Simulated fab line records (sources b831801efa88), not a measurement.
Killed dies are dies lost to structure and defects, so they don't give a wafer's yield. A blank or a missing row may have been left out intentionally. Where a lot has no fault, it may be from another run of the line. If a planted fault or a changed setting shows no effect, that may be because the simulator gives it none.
fab line records    flow sky130
record lots=12  wafers=36  last_day=50
route steps=708 shown SONOS_TUNNEL@162 SONOS_ONO@183 RES_PROTECT@215 POLY_GATE@230 PAD_OPEN@708
lots with no fault: from the same line, run without faults
start_h: start of the lot's first displayed wafer, in hours after the record's first day    wait_h: hours since the lot's step before    " identical to the entry in the row above    L1.1+2: a row that stands for several wafers    - no value, or no start was given    * or withheld: withheld    < > ~ a bound
route shown NAME@n: a module of which the file shows steps, and the number in the route of the first    usual: mean/standard deviation of fault-free wafers    same: alike in all rows    chamber/n: place in a boat    sites: readings site by site    _std_site: their standard deviation    _edge_site: mean of outer sites minus mean of inner sites    radius_mm: how far each site lies from the wafer's centre    mask NAME#n: copy n    behind: the most recent tool/chamber to have shaped the wafer    hold: cause of the lot's hold/its duration in hours/its outcome    device: the n, p or np transistor that did not switch    end of line: tests run on the same wafers once the route is complete    a step with no rows: only its recipe    killed: at the first sort, the dies lost to defects and structure; wafer yield is something else    map: the dies of a wafer, with x for killed, . for not killed, _ for no die there
set.NAME: the setting that was run; set.NAME@STEP: the one run at that earlier step    model.NAME: the simulator's own value behind a step, which no gauge read
steps of the route over a sample of lots; a table a step, a row a wafer
services: a tool's chamber out of use, with start hour (start_h, from the record's first day; less than 0 if before it), hours out, and reason
## steps
# step SKY_SONOS_TUNNEL_OVL_MEAS_08
# usual SONOS_TUNNEL_OVL=1.2/1.5
lot.wafer  tool        chamber  start_h  wait_h  SONOS_TUNNEL_OVL[nm]
L585.3     overlay-02  -        272.37   0.1     0.9
L585.4     "           -        "        "       0.2
L585.5     "           -        "        "       -0.1
L586.1     overlay-02  -        273.43   0.1     2.6
L586.2     "           -        "        "       0.7
L586.3     "           -        "        "       1.9
L587.3     overlay-01  -        282.62   0.1     0.9
L587.5     "           -        "        "       0.5
L587.6     "           -        "        "       1.0
L588.1     overlay-01  -        283.71   0.1     0.2
L588.3     "           -        "        "       2.0
L588.4     "           -        "        "       0.2
L590.1     overlay-01  -        309.31   0.1     -1.2
L590.2     "           -        "        "       1.2
L590.3     "           -        "        "       0.3
L591.1     overlay-01  -        311.15   0.1     1.4
L591.4     "           -        "        "       0.8
L591.5     "           -        "        "       1.4
L592.3     overlay-02  -        320.02   0.1     1.7
L592.5     "           -        "        "       3.4
L592.6     "           -        "        "       2.5
L593.1     overlay-02  -        330.26   0.1     2.2
L593.4     "           -        "        "       2.0
L593.6     "           -        "        "       2.2
L596.2     overlay-02  -        349.54   0.1     1.1
L596.4     "           -        "        "       1.8
L596.6     "           -        "        "       2.7
L597.2     overlay-01  -        359.04   0.1     0.0
L597.3     "           -        "        "       -1.2
L597.4     "           -        "        "       1.8
L603.2     overlay-02  -        407.21   0.1     5.7
L603.4     "           -        "        "       1.4
L603.6     "           -        "        "       3.6
L605.1     overlay-01  -        425.76   0.1     2.2
L605.2     "           -        "        "       2.3
L605.4     "           -        "        "       0.3
# step SKY_SONOS_ONO_ETCH_15
# recipe target_depth_nm=19.52  chemistry=CHF3/O2  source_w=600  bias_w=200  pressure_mtorr=40  chf3_flow_sccm=50  O2_flow_sccm=5  time_s=7.8
# usual drypump_motor_current_A=5.9/0.42  oes_product_au=1.000/0.01  throttle_valve_pct=8.825/0.0088
lot.wafer  tool         chamber  start_h  wait_h  drypump_motor_current_A  oes_product_au  rf_hours_counter_h  throttle_valve_pct
L585.3     rie_diel-04  0        302.05   0.0     6.4                      0.992           1                   8.813
L585.4     "            1        "        "       6.5                      1.001           84                  8.827
L585.5     "            2        "        "       5.7                      1.000           -                   8.828
L586.1     rie_diel-03  3        303.95   0.0     5.7                      1.022           3                   8.822
L586.2     "            0        "        "       6.4                      1.007           4                   8.823
L586.3     "            2        "        "       6.2                      1.008           5                   8.834
L587.3     rie_diel-04  2        312.42   0.0     5.7                      1.010           4                   8.833
L587.5     "            1        "        "       6.5                      1.000           -                   8.832
L587.6     "            2        "        "       5.6                      1.019           -                   8.831
L588.1     rie_diel-03  1        314.15   0.0     5.2                      0.994           0                   8.832
L588.3     "            0        "        "       6.4                      1.007           4                   8.833
L588.4     "            2        "        "       6.2                      0.990           5                   8.823
L590.1     rie_diel-03  2        340.30   0.0     6.2                      0.991           6                   8.801
L590.2     "            0        "        "       6.4                      1.013           5                   8.828
L590.3     "            3        "        "       5.7                      0.995           3                   8.824
L591.1     rie_diel-01  2        344.15   0.0     5.7                      0.986           30                  8.821
L591.4     "            3        "        "       5.9                      0.991           103                 8.817
L591.5     "            3        "        "       5.9                      0.990           -                   8.819
L592.3     rie_diel-04  0        356.37   0.0     6.3                      0.989           2                   8.827
L592.5     "            2        "        "       5.7                      1.019           -                   8.829
L592.6     "            1        "        "       6.4                      1.004           -                   8.841
L593.1     rie_diel-03  0        368.70   0.0     6.4                      1.010           5                   8.831
L593.4     "            2        "        "       6.2                      0.996           7                   8.815
L593.6     "            3        "        "       5.7                      1.005           -                   8.829
L596.2     rie_diel-03  0        382.62   0.0     6.4                      1.023           6                   8.819
L596.4     "            1        "        "       5.2                      1.009           1                   8.822
L596.6     "            3        "        "       5.7                      1.008           -                   8.832
L597.2     rie_diel-01  2        397.29   0.0     5.6                      0.990           31                  8.815
L597.3     "            0        "        "       6.0                      0.994           82                  8.822
L597.4     "            3        "        "       5.9                      0.978           105                 8.823
L603.2     rie_diel-03  1        443.52   0.0     5.2                      0.994           3                   8.824
L603.4     "            3        "        "       5.7                      0.997           6                   8.829
L603.6     "            0        "        "       6.4                      1.003           -                   8.821
L605.1     rie_diel-03  3        463.60   0.0     5.7                      1.005           6                   8.811
L605.2     "            1        "        "       5.2                      1.001           3                   8.825
L605.4     "            0        "        "       6.4                      1.003           7                   8.836
# step SKY_RES_PROTECT_TW_MEAS_08
# usual POLY_GATE_TW=4033/29
lot.wafer  tool           chamber  start_h  wait_h  POLY_GATE_TW
L585.3     film_metro-02  -        363.47   0.1     4005
L585.4     "              -        "        "       4021
L585.5     "              -        "        "       4006
L586.1     film_metro-01  -        363.91   0.1     4046
L586.2     "              -        "        "       4035
L586.3     "              -        "        "       4038
L588.1     film_metro-03  -        373.45   0.1     4041
L588.3     "              -        "        "       4043
L588.4     "              -        "        "       4059
L587.3     film_metro-03  -        374.72   0.1     4026
L587.5     "              -        "        "       4038
L587.6     "              -        "        "       4024
L590.1     film_metro-02  -        409.33   0.1     3944
L590.2     "              -        "        "       3962
L590.3     "              -        "        "       3977
L591.1     film_metro-01  -        409.41   0.1     4056
L591.4     "              -        "        "       4036
L591.5     "              -        "        "       4055
L592.3     film_metro-03  -        424.93   0.1     4064
L592.5     "              -        "        "       4086
L592.6     "              -        "        "       4066
L593.1     film_metro-01  -        435.70   0.1     4031
L593.4     "              -        "        "       4027
L593.6     "              -        "        "       4032
L596.2     film_metro-02  -        448.99   0.1     3994
L596.4     "              -        "        "       3982
L596.6     "              -        "        "       3979
L597.2     film_metro-03  -        465.96   0.1     4043
L597.3     "              -        "        "       4062
L597.4     "              -        "        "       4064
L603.2     film_metro-03  -        510.97   0.1     4049
L603.4     "              -        "        "       4049
L603.6     "              -        "        "       4069
L605.1     film_metro-01  -        531.78   0.1     4024
L605.2     "              -        "        "       4042
L605.4     "              -        "        "       4031
# step SKY_POLY_GATE_ETCH_16
# recipe stop_on=poly-Si  chemistry=CH3F/O2  target=Si3N4  source_w=400  bias_w=80  pressure_mtorr=25  ch3f_flow_sccm=40  O2_flow_sccm=30  time_s=147.5  target_depth_a=750
# usual drypump_motor_current_A=5.8/0.35  oes_product_au=0.640/0.0047  throttle_valve_pct=10.536/0.0093
lot.wafer  tool         chamber  start_h  wait_h  drypump_motor_current_A  oes_product_au  rf_hours_counter_h  throttle_valve_pct
L585.3     rie_diel-01  3        392.35   0.0     5.9                      0.647           104                 10.536
L585.4     "            0        "        "       6.0                      0.646           81                  10.541
L585.5     "            3        "        "       5.9                      0.644           -                   10.531
L586.1     rie_diel-01  2        394.18   0.0     5.7                      0.641           31                  10.535
L586.2     "            0        "        "       6.0                      0.646           82                  10.529
L586.3     "            3        "        "       5.9                      0.638           105                 10.530
L588.1     rie_diel-02  2        403.63   0.0     5.4                      0.636           8                   10.548
L588.3     "            1        "        "       5.9                      0.639           37                  10.542
L588.4     "            3        "        "       6.1                      0.638           10                  10.536
L587.3     rie_diel-02  2        405.32   0.0     5.4                      0.641           8                   10.539
L587.5     "            0        "        "       5.9                      0.638           -                   10.527
L587.6     "            1        "        "       5.9                      0.645           -                   10.540
L591.1     rie_diel-02  0        443.98   0.0     6.0                      0.635           96                  10.532
L591.4     "            1        "        "       5.9                      0.641           -                   10.530
L591.5     "            0        "        "       6.0                      0.637           -                   10.530
L590.1     rie_diel-01  2        444.63   0.0     5.7                      0.644           32                  10.531
L590.2     "            1        "        "       5.4                      0.645           84                  10.531
L590.3     "            0        "        "       6.0                      0.637           83                  10.557
L592.3     rie_diel-02  1        458.20   0.0     5.9                      0.634           38                  10.547
L592.5     "            2        "        "       5.4                      0.639           -                   10.535
L592.6     "            1        "        "       5.9                      0.642           -                   10.531
L593.1     rie_diel-01  0        470.60   0.0     5.9                      0.648           83                  10.528
L593.4     "            2        "        "       5.7                      0.643           32                  10.551
L593.6     "            2        "        "       5.7                      0.645           -                   10.531
L596.2     rie_diel-02  1        481.82   0.0     5.9                      0.639           39                  10.544
L596.4     "            1        "        "       5.9                      0.647           -                   10.532
L596.6     "            3        "        "       6.2                      0.639           -                   10.532
L597.2     rie_diel-02  1        498.20   0.0     5.8                      0.645           39                  10.538
L597.3     "            2        "        "       5.4                      0.643           10                  10.539
L597.4     "            3        "        "       6.1                      0.637           -                   10.525
L603.2     rie_diel-03  2        542.87   0.0     6.3                      0.649           11                  10.543
L603.4     "            3        "        "       5.7                      0.638           8                   10.539
L603.6     "            1        "        "       5.2                      0.643           -                   10.537
L605.1     rie_diel-03  0        563.88   0.0     6.4                      0.642           9                   10.556
L605.2     "            3        "        "       5.8                      0.647           8                   10.550
L605.4     "            2        "        "       6.2                      0.635           11                  10.539
# step SKY_POLY_GATE_STRIP_18
# recipe chemistry=O2/N2  power_w=1400  pressure_mtorr=1500  platen_temp_c=withheld  o2_flow_sccm=3000  n2_flow_sccm=300  overash_fraction=0.5
# usual drypump_motor_current_A=5.88/0.25  oes_product_au=0.361/0.0045  strip_time_to_endpoint_s=3.170/0.03
lot.wafer  tool             chamber  start_h  wait_h  drypump_motor_current_A  oes_product_au  rf_hours_counter_h  strip_time_to_endpoint_s
L585.3     plasma_asher-03  0        392.54   0.1     6.09                     0.366           -                   3.143
L585.4     "                1        "        "       5.31                     0.359           -                   3.148
L585.5     "                1        "        "       5.32                     0.367           -                   3.175
L586.1     plasma_asher-02  1        394.33   0.0     5.75                     0.354           26                  3.182
L586.2     "                0        "        "       5.82                     0.367           26                  3.192
L586.3     "                1        "        "       5.74                     0.350           -                   3.186
L588.1     plasma_asher-01  1        403.78   0.0     6.21                     0.361           70                  3.149
L588.3     "                0        "        "       5.91                     0.363           -                   3.197
L588.4     "                1        "        "       6.20                     0.362           -                   3.173
L587.3     plasma_asher-01  1        405.51   0.1     6.23                     0.359           -                   3.162
L587.5     "                1        "        "       6.21                     0.358           -                   3.181
L587.6     "                0        "        "       5.89                     0.358           -                   3.193
L591.1     plasma_asher-02  0        444.13   0.0     5.85                     0.359           30                  3.197
L591.4     "                1        "        "       5.75                     0.359           -                   3.203
L591.5     "                1        "        "       5.74                     0.357           -                   3.160
L590.1     plasma_asher-01  1        444.78   0.0     6.24                     0.363           2                   3.167
L590.2     "                0        "        "       5.90                     0.360           2                   3.236
L590.3     "                0        "        "       5.88                     0.357           -                   3.171
L592.3     plasma_asher-02  0        458.39   0.1     5.85                     0.359           -                   3.214
L592.5     "                0        "        "       5.83                     0.370           -                   3.156
L592.6     "                1        "        "       5.77                     0.356           -                   3.206
L593.1     plasma_asher-01  1        470.75   0.0     6.21                     0.363           5                   3.153
L593.4     "                1        "        "       6.21                     0.358           -                   3.186
L593.6     "                1        "        "       6.23                     0.367           -                   3.175
L596.2     plasma_asher-02  1        481.98   0.0     5.75                     0.369           34                  3.430
L596.4     "                1        "        "       5.76                     0.353           -                   3.182
L596.6     "                1        "        "       5.74                     0.365           -                   3.185
L597.2     plasma_asher-03  1        498.35   0.0     5.33                     0.372           86                  3.449
L597.3     "                1        "        "       5.32                     0.360           -                   3.142
L597.4     "                0        "        "       6.05                     0.364           -                   3.191
L603.2     plasma_asher-03  1        543.03   0.0     5.31                     0.356           90                  3.181
L603.4     "                1        "        "       5.31                     0.357           -                   3.133
L603.6     "                1        "        "       5.32                     0.358           -                   3.137
L605.1     plasma_asher-01  0        564.03   0.0     5.91                     0.366           14                  3.120
L605.2     "                1        "        "       6.21                     0.364           14                  3.151
L605.4     "                1        "        "       6.22                     0.361           -                   3.167
# step SKY_PAD_OPEN_PROBE_99
# usual killed_at_M0_to_M3=43/7.3  killed_at_M4_up=3.1/1.7  killed_at_contacts=25/5.3  killed_at_front_end=15/4.3  killed_at_other=0.2/0.54  killed_dies=87/10  killed_open=48/7.6  killed_short=38/6.1
# same gross_dies=492  killed_at_back_side=0
lot.wafer  tool       chamber  start_h  wait_h  killed_at_M0_to_M3  killed_at_M4_up  killed_at_contacts  killed_at_front_end  killed_at_other  killed_dies  killed_open  killed_short
L592.6     prober-01  -        1135.80  0.2     45                  3                28                  10                   0                86           48           37
L593.1     prober-01  -        1145.53  0.1     38                  1                24                  9                    0                72           47           25
L593.4     prober-01  -        1145.68  0.2     32                  2                22                  18                   2                76           46           30
L593.6     prober-01  -        1145.78  0.2     53                  2                18                  15                   0                88           46           42
L596.2     prober-01  -        1151.89  0.1     33                  4                23                  20                   0                80           42           38
L596.4     prober-01  -        1151.99  0.2     35                  2                22                  25                   0                84           39           45
L596.6     prober-01  -        1152.09  0.2     40                  1                23                  17                   0                81           55           26
# killed by level:class
L592.6 VIA1:geometric_particle:open=13 CONTACT:geometric_particle:open=10 LI_CONTACT:geometric_particle:open=7 VIA3:geometric_particle:open=6 VIA2:geometric_particle:open=5 METAL1:geometric_particle:short=5 VIA1:geometric_particle:short=5 LI_CONTACT:geometric_particle:short=4
L593.1 VIA1:geometric_particle:open=11 CONTACT:geometric_particle:open=10 METAL2:geometric_particle:short=8 LI_CONTACT:geometric_particle:open=6 VIA2:geometric_particle:open=6 VIA3:geometric_particle:open=6 CONTACT:geometric_particle:short=4 FIELD_ISO:geometric_particle:open=3
L593.4 CONTACT:geometric_particle:open=9 VIA1:geometric_particle:open=7 VIA3:geometric_particle:open=6 POLY_GATE:geometric_particle:short=5 LI_CONTACT:geometric_particle:open=5 FIELD_ISO:geometric_particle:open=4 METAL1:geometric_particle:short=4 POLY_GATE:geometric_particle:open=3
L593.6 VIA3:geometric_particle:open=13 FIELD_ISO:geometric_particle:open=7 METAL1:geometric_particle:short=7 VIA1:geometric_particle:open=7 METAL2:geometric_particle:short=6 POLY_GATE:geometric_particle:short=5 LI_CONTACT:geometric_particle:open=5 CONTACT:geometric_particle:open=5
L596.2 CONTACT:geometric_particle:open=11 VIA1:geometric_particle:open=8 FIELD_ISO:geometric_particle:open=5 POLY_GATE:geometric_particle:short=5 METAL1:geometric_particle:short=5 VIA1:geometric_particle:short=5 LI_CONTACT:geometric_particle:open=4 CONTACT:geometric_particle:short=4
L596.4 VIA3:geometric_particle:open=10 POLY_GATE:geometric_particle:short=8 CONTACT:geometric_particle:short=8 CONTACT:geometric_particle:open=7 FIELD_ISO:geometric_particle:short=5 POLY_GATE:geometric_particle:open=5 VIA1:geometric_particle:short=5 VIA2:geometric_particle:open=4
L596.6 VIA1:geometric_particle:open=10 CONTACT:geometric_particle:open=10 VIA3:geometric_particle:open=9 METAL1:geometric_particle:short=8 POLY_GATE:geometric_particle:open=6 VIA2:geometric_particle:open=6 LI_CONTACT:geometric_particle:open=5 LI_CONTACT:geometric_particle:short=4
## services
tool             chamber  start_h  hours  kind
plasma_asher-03  -        315.93   0.6    repair
rie_diel-02      3        316.97   12.7   repair
rie_diel-04      1        317.17   15.2   repair
rie_diel-01      -        317.84   0.4    repair
rie_diel-01      3        328.15   12.6   repair
rie_diel-01      0        334.23   2.6    repair
rie_diel-01      -        341.01   0.6    repair
rie_diel-03      -        366.19   0.1    repair
rie_diel-04      2        372.19   10.2   repair
rie_diel-02      3        380.74   3.9    repair
rie_diel-01      2        381.79   5.1    repair
rie_diel-03      -        404.20   1.1    repair
rie_diel-03      2        407.00   14.4   repair
plasma_asher-01  -        421.25   9.0    pm
plasma_asher-02  -        427.56   5.8    repair
rie_diel-02      3        438.89   5.9    repair
rie_diel-02      -        439.11   0.1    repair
rie_diel-03      2        454.59   2.4    repair
rie_diel-01      1        458.00   1.3    repair
rie_diel-02      0        471.89   2.7    repair
rie_diel-04      1        497.60   5.0    repair
rie_diel-03      -        502.10   0.3    repair
plasma_asher-01  -        518.98   3.6    repair
plasma_asher-02  -        527.09   2.8    pm
## key
first_sign step=SKY_POLY_GATE_STRIP_18  reading=strip_time_to_endpoint_s  direction=up  sigmas=9.1  usual=*  struck=*
effect none on later readings
met_at SKY_POLY_GATE_ETCH_16
struck_lots L596,L597
struck_wafers L596.2,L597.2
tester_left_out L596,L597
not_acting_at SKY_SONOS_TUNNEL_OVL_MEAS_08,SKY_SONOS_ONO_ETCH_15,SKY_RES_PROTECT_TW_MEAS_08
onset_between 458.20 481.82
fault kind=process_parameter_drift  tool=rie_diel-02  chamber=-  onset_h=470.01  steps=SKY_POLY_GATE_ETCH_16  channel=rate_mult  offset=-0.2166  shape=step  end_h=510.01  scope=struck_wafers_only
# tester_left_out: of these lots the tester's yield and bins aren't shown, on N5 and GAA mostly nor the transistor test; their killed dies are dies lost to structure and defects alone, not to doping, threshold or leakage, so they don't give the yield
